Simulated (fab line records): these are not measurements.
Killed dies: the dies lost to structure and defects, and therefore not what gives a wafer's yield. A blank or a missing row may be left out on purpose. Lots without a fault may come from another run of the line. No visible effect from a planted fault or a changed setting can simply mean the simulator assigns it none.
Which tool did it? | flow sky130 | 13 lots, 39 wafers sampled, at 3 steps of a route of 708

WHAT EACH GAUGE READ, for each wafer
SKY_VIA4_THK_MEAS_20: measures by xrf. Usual: VIA4_W_THK typically reads 508 nm, with standard deviation 8.6.
lot  | measured     | on            | VIA4_W_THK (nm) | flag
L439 | day 42 11:24 | film-metro-03 | 515 504 511     |
L440 | day 42 17:25 | film-metro-02 | 498 496 503     |
L441 | day 43 06:24 | film-metro-02 | 511 497 496     |
L443 | day 43 15:34 | film-metro-01 | 501 502 496     |
L445 | day 44 01:20 | film-metro-02 | 506 499 503     |
L446 | day 44 10:58 | film-metro-03 | 510 510 515     |
L447 | day 44 14:59 | film-metro-02 | 509 501 507     |
L448 | day 45 00:25 | film-metro-03 | 526 518 521     |
L452 | day 46 04:55 | film-metro-02 | 506 491 505     |
L453 | day 46 08:15 | film-metro-02 | 514 518 513     |
L457 | day 47 19:23 | film-metro-03 | 530 528 528     |
L461 | day 48 05:22 | film-metro-01 | 500 502 503     |
L462 | day 48 10:40 | film-metro-01 | 498 505 505     |

TOOL THAT RAN EACH LOT (tool first, then ch and the chambers of the sampled wafers, then the start)
lot  | SKY_FIELD_ISO_STRIP_16              | SKY_METAL4_DESCUM_15
L439 | plasma-asher-03 ch 0,1, day 2 05:08 | rie-metal-02 ch 0,1, day 41 09:28
L440 | plasma-asher-03 ch 0,1, day 2 09:52 | rie-metal-04 ch 0,1, day 41 16:46
L441 | plasma-asher-02 ch 0,1, day 2 16:04 | rie-metal-04 ch 0,1, day 42 05:25
L443 | plasma-asher-01 ch 0,1, day 3 01:04 | rie-metal-02 ch 0, day 42 14:32
L445 | plasma-asher-02 ch 0,1, day 3 13:25 | rie-metal-02 ch 1, day 43 01:14
L446 | plasma-asher-02 ch 0,1, day 3 17:16 | rie-metal-04 ch 0,1, day 43 10:28
L447 | plasma-asher-02 ch 0,1, day 3 21:31 | rie-metal-02 ch 1, day 43 14:20
L448 | plasma-asher-02 ch 0,1, day 4 03:04 | rie-metal-03 ch 0,1, day 44 00:08
L452 | plasma-asher-02 ch 0,1, day 5 02:04 | rie-metal-04 ch 0,1, day 45 05:46
L453 | plasma-asher-02 ch 0,1, day 5 06:05 | rie-metal-04 ch 0,1, day 45 09:34
L457 | plasma-asher-01 ch 0, day 6 02:52   | rie-metal-03 ch 0,1, day 46 22:25
L461 | plasma-asher-01 ch 0,1, day 7 03:23 | rie-metal-02 ch 0,1, day 47 08:01
L462 | plasma-asher-03 ch 0,1, day 7 10:59 | rie-metal-02 ch 0,1, day 47 13:35
- SKY_FIELD_ISO_STRIP_16: strips in O2/N2.
- SKY_METAL4_DESCUM_15: chemistry O2, time 8 s.

AS READ BY THE TOOLS THEMSELVES (means over the sampled wafers that have a number; for cases with no such wafer, the mark the record gives instead)
SKY_FIELD_ISO_STRIP_16. Usual: drypump-motor-current-A 5.5 A, standard deviation 0.3; n2-flow-sccm 300.1 sccm, standard deviation 0.92; oes-product-au 0.378 a.u., standard deviation 0.0049; strip-time-to-endpoint-s 3.55 s, standard deviation 0.041.
lot  | tool            | drypump-motor-current-A (A) | n2-flow-sccm (sccm) | oes-product-au (a.u.) | strip-time-to-endpoint-s (s) | flag
L439 | plasma-asher-03 | 5.2                         | 298.8               | 0.387                 | 3.52                         |
L440 | plasma-asher-03 | 5.5                         | 301.1               | 0.379                 | 3.59                         |
L441 | plasma-asher-02 | 5.7                         | 299.5               | 0.378                 | 3.58                         |
L443 | plasma-asher-01 | 5.3                         | 300.3               | 0.377                 | 3.50                         |
L445 | plasma-asher-02 | 5.7                         | 300.9               | 0.380                 | 3.58                         |
L446 | plasma-asher-02 | 5.8                         | 300.3               | 0.377                 | 3.53                         |
L447 | plasma-asher-02 | 5.7                         | 299.5               | 0.376                 | 3.55                         |
L448 | plasma-asher-02 | 5.7                         | 300.0               | 0.380                 | 3.60                         |
L452 | plasma-asher-02 | 5.7                         | 300.4               | 0.375                 | 3.55                         |
L453 | plasma-asher-02 | 5.8                         | 299.9               | 0.376                 | 3.53                         |
L457 | plasma-asher-01 | 5.2                         | 300.4               | 0.379                 | 3.52                         |
L461 | plasma-asher-01 | 5.3                         | 300.6               | 0.379                 | 3.58                         |
L462 | plasma-asher-03 | 5.5                         | 299.3               | 0.383                 | 3.55                         |

SKY_METAL4_DESCUM_15. Usual: drypump-motor-current-A 5.86 A, standard deviation 0.26; oes-product-au 1.001 a.u., standard deviation 0.011; rf-fwd-power-W 146.7 W, standard deviation 0.78.
lot  | tool         | drypump-motor-current-A (A) | oes-product-au (a.u.) | rf-fwd-power-W (W) | flag
L439 | rie-metal-02 | 5.66                        | 1.010                 | 147.1              |
L440 | rie-metal-04 | 5.77                        | 1.014                 | 146.8              |
L441 | rie-metal-04 | 5.78                        | 1.005                 | 146.3              |
L443 | rie-metal-02 | 5.52                        | 0.994                 | 146.5              |
L445 | rie-metal-02 | 5.70                        | 0.997                 | 147.5              |
L446 | rie-metal-04 | 5.78                        | 1.009                 | 146.4              |
L447 | rie-metal-02 | 5.66                        | 1.009                 | 148.1              |
L448 | rie-metal-03 | 6.01                        | 0.985                 | 146.8              |
L452 | rie-metal-04 | 5.77                        | 1.003                 | 145.9              |
L453 | rie-metal-04 | 5.89                        | 1.010                 | 146.3              |
L457 | rie-metal-03 | 6.00                        | 0.990                 | 147.1              |
L461 | rie-metal-02 | 5.58                        | 0.992                 | 146.9              |
L462 | rie-metal-02 | 5.57                        | 0.997                 | 146.8              |

THE ANSWER, worked out from the rows above alone
Rule: lot off if the mean of its wafers having a number is beyond 3 standard deviations from the usual mean. A lot without any number at a reading at which 4 lots or more have one is off too. Any other lot the step has rows for is counted as sound. Order of review: gauges by route order, followed by the tools' own readings, for which a lot's mean as printed above is used. At the first step where some lot is off, the reading lying furthest off is the one used; lots without a number count as furthest.
Nothing can be told from this: no lot is off at any reading shown.

WHAT THE SIMULATOR HAD INSERTED
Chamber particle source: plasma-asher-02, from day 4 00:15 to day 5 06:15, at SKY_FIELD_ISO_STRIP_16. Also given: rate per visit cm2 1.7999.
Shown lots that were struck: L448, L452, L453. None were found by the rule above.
